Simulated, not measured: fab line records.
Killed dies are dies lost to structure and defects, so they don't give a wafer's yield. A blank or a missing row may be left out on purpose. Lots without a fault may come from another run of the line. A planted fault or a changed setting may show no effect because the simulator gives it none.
Struck lot and sound lot, side by side	flow sfq-line	21 steps out of a route of 325
Sound: the wafers L467.1, L467.3, L467.4. Struck: wafer L484.1 (L484.2, L484.3, from the same lot, were not struck and are left out); the cause is given at the end.
Per side, at each step with rows, come the tool, then ch with its chambers, and then its first start. Under that, the readings that differ: sound wafers	struck wafers	difference of the means	sigmas: that difference in standard deviations of wafers without a fault.
alike: words and numbers the same on both sides, and readings whose means are apart by under 2 such deviations; not compared: readings that were withheld, readings missing a value for some wafer, numbers with overlapping values and no deviation given by the record, and bounds like >300 which may hide the same value.
The two part at a step that has a row with sigmas, a row that says differs or no value, or rows on one side only. Non-overlapping numbers with no deviation appear without sigmas and do not part them. A reading that every wafer of one side lacks parts them only if that side has two wafers or more.

SFQ_L0_THK_MEAS_902: measures by xrf.
  sound on film-metro-04 at day 1 17:41; struck on film-metro-01 at day 5 06:41
  alike: L0_MONX_KI_THK
then, 6 steps without rows for these wafers: SFQ_TRILAYER_L0_LITHO_COAT_010 (resist thk 62 nm); SFQ_TRILAYER_L0_LITHO_COAT_005 (resist thk 600 nm); SFQ_TRILAYER_L0_LITHO_SOFTBAKE_009; SFQ_TRILAYER_L0_LITHO_EXPOSE_006 (exposes mask L0, target cd 2000 nm); SFQ_TRILAYER_L0_LITHO_PEB_008 (peb time 60 s); SFQ_TRILAYER_L0_LITHO_DEVELOP_007 (time 60 s).
-- the record jumps here: 3 days lie between the struck wafers' starts before and after --
SFQ_TRILAYER_L0_BARC_OPEN_METAL_ETCH_010: etches BARC in O2, target depth 125 nm, time 41.7 s.
  sound on rie-metal-01 ch 0,1, day 4 17:25; struck on rie-metal-03 ch 0, day 8 11:32
  alike: drypump-motor-current-A, oes-product-au, rf-fwd-power-W
  not compared: rf-hours-counter-h
SFQ_TRILAYER_L0_ETCH_METAL_ETCH_008: etches MoNx KI in SF6/O2, stops on SiO2, target depth 50 nm, time 25 s.
  sound on rie-metal-01 ch 0,1, day 4 17:28; struck on rie-metal-03 ch 0, day 8 11:35
  alike: drypump-motor-current-A, oes-product-au, rf-fwd-power-W
  not compared: rf-hours-counter-h
SFQ_TRILAYER_L0_STRIP_STRIP_009: strips in O2.
  sound on rie-metal-01 ch 0,1, day 4 17:31; struck on rie-metal-03 ch 0, day 8 11:38
  alike: drypump-motor-current-A, oes-product-au
  not compared: rf-hours-counter-h
then, 1 step without rows for these wafers: SFQ_TRILAYER_L0_STRIP_SOLV_CLEAN_010 (cleans in NMP, time 600 s).
SFQ_TRILAYER_L0_CAP_PECVD_011: deposits SiO2 from SiH4/N2O, time 13.333 s, target thk 60 nm.
  sound on pecvd-01 ch 1,2, day 4 18:17; struck on pecvd-02 ch 0, day 8 12:25
  alike: heater-power-w, rf-fwd-power-W, throttle-valve-pct
SFQ_TRILAYER_L0_VIA_LITHO_COAT_018: resist thk 62 nm.
  sound on litho-track-03 ch 0, day 4 18:19; struck on litho-track-02 ch 0, day 8 12:26
reading	sound	struck	difference	sigmas
spin-speed-rpm (rpm)	2999.6 3002.5 3001.0	2995.7	-5.3	-3
model.BARC_of_TRILAYER_L0_VIA_LITHO_COAT_018.thk-nm (nm)	62.05 61.88 61.99	64.32	+2.35	
then, 5 steps without rows for these wafers: SFQ_TRILAYER_L0_VIA_LITHO_COAT_013 (resist thk 650 nm); SFQ_TRILAYER_L0_VIA_LITHO_SOFTBAKE_017; SFQ_TRILAYER_L0_VIA_LITHO_EXPOSE_014 (exposes mask L0V, target cd 700 nm); SFQ_TRILAYER_L0_VIA_LITHO_PEB_016 (peb time 60 s); SFQ_TRILAYER_L0_VIA_LITHO_DEVELOP_015 (time 60 s).
-- the record jumps here: 4 days lie between the struck wafers' starts before and after --
SFQ_L0V_OVL_MEAS_903:
  sound on overlay-02 at day 7 22:47; struck on overlay-02 at day 12 04:19
  alike: L0V_OVL
SFQ_TRILAYER_L0_VIA_BARC_OPEN_VIA_ETCH_021: etches BARC in O2, target depth 125 nm, time 41.7 s.
  sound on rie-diel-01 ch 0,1,3, day 7 22:49; struck on rie-diel-01 ch 3, day 12 04:20
reading	sound	struck	difference	sigmas
rf-hours-counter-h (h)	3 83 5	85	+55	
model.etch.depth-nm (nm)	62.05 61.88 61.99	64.32	+2.35	
  alike: drypump-motor-current-A, oes-product-au, rf-fwd-power-W
SFQ_TRILAYER_L0_VIA_ETCH_VIA_ETCH_016: etches SiO2 in CHF3, stops on MoNx KI, target depth 80 nm.
  sound on rie-diel-01 ch 0,1,3, day 7 22:52; struck on rie-diel-01 ch 3, day 12 04:23
  alike: drypump-motor-current-A, oes-product-au, rf-fwd-power-W

== WHERE THEY PART ==
At SFQ_TRILAYER_L0_VIA_LITHO_COAT_018 and nowhere else, as far as this record goes. Later steps at which nothing parts them and some readings are alike: SFQ_L0V_OVL_MEAS_903, SFQ_TRILAYER_L0_VIA_BARC_OPEN_VIA_ETCH_021, SFQ_TRILAYER_L0_VIA_ETCH_VIA_ETCH_016.

WHY: what the simulator had put in
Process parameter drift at SFQ_TRILAYER_L0_VIA_LITHO_COAT_018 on litho-track-02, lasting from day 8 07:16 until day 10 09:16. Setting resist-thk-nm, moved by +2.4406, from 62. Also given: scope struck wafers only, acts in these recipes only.
